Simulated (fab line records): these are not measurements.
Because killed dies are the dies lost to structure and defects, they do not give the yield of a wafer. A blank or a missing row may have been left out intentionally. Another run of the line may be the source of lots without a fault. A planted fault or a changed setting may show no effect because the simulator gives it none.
A lot that was struck, set against a sound lot | flow sky130 | 14 steps out of a route of 708
Sound: the wafers L511.2, L511.4, L511.6. Struck: wafers L520.1, L520.4, L520.5. The cause comes at the end.
Each step with rows lists, per side, the tool, then ch with its chambers, then its first start. Under that, the readings that differ: sound wafers | struck wafers | difference of the means | sigmas: that difference in standard deviations of wafers without a fault.
alike: same words and numbers on both sides, and readings whose means sit less than 2 such deviations apart. not compared: any withheld reading, any reading some wafer has no value for, any bound like >300 that may hide the same value, and any number with overlapping values for which the record gives no deviation.
A row with sigmas, a row that says differs or no value, or rows on one side alone: a step with any of these is where the two part. When numbers do not overlap yet have no deviation, they are printed without sigmas and do not part them. A reading missing from all wafers of one side parts the sides only when that side holds two or more wafers.

SKY_METAL1_SPUTTER_02: material AlCu, target thk 250 nm, time 13.3 s.
  struck on pvdSputter-02, day 37 04:24; sound on pvdSputter-01, day 34 15:47
  alike: throttleValvePct
SKY_METAL1_SPUTTER_03: material Ti, target thk 5 nm, time 3.3 s.
  struck on pvdSputter-02, day 37 04:26; sound on pvdSputter-01, day 34 15:49
  alike: throttleValvePct
SKY_METAL1_SPUTTER_04: material TiN, target thk 70 nm, time 58.3 s.
  struck on pvdSputter-02, day 37 04:26; sound on pvdSputter-01, day 34 15:50
  alike: throttleValvePct
SKY_METAL1_RS_MEAS_05: a four-point-probe measurement.
  struck on filmMetro-02, day 37 04:29; sound on filmMetro-01, day 34 15:54
  alike: METAL1_ALCU_RS
SKY_METAL1_THK_MEAS_06: measures by xrf.
  struck on filmMetro-02, day 37 04:37; sound on filmMetro-01, day 34 16:01
  alike: METAL1_ALCU_THK
then, 7 steps without rows for these wafers: SKY_METAL1_DEHYDRATE_07 (time 60 s); SKY_METAL1_HMDS_08 (prime time 60 s); SKY_METAL1_COAT_09 (resist thk 60 nm); SKY_METAL1_COAT_10 (resist thk 450 nm); SKY_METAL1_SOFTBAKE_11 (time 90 s); SKY_METAL1_EXPOSE_12 (exposes mask MM1, target cd 140 nm); SKY_METAL1_PEB_13.
SKY_METAL1_DEVELOP_14: develop time 60 s.
  sound on lithoTrack-02 ch 0, day 35 18:00; struck on lithoTrack-04, day 38 05:00
  no value came back on the struck wafers for chillPlateTempC (C), developTimeS (s); on the sound wafers chillPlateTempC (C) reads 23.05 22.82 22.91
reading                                      | sound             | struck            | difference | sigmas
model.KrF-thick_of_METAL1_COAT_10.thkNm (nm) | 436.7 437.7 436.7 | 452.6 452.9 451.8 | +15.4      | 
SKY_METAL1_CD_MEAS_15: the cd target is 140 nm.
  struck on cdSem-01, day 38 06:07; sound on cdSem-02, day 35 18:15
reading   | sound             | struck | difference                    | sigmas
cdNm (nm) | 137.6 139.2 138.1 | - - -  | no value on the struck wafers | 

## WHERE THEY PART
Last at SKY_METAL1_CD_MEAS_15 as far as this record goes, first at SKY_METAL1_DEVELOP_14.

WHY: what had been put in by the simulator
Step skipped in full: lithoTrack-04, at SKY_METAL1_DEVELOP_14, from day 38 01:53 onward. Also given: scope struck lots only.
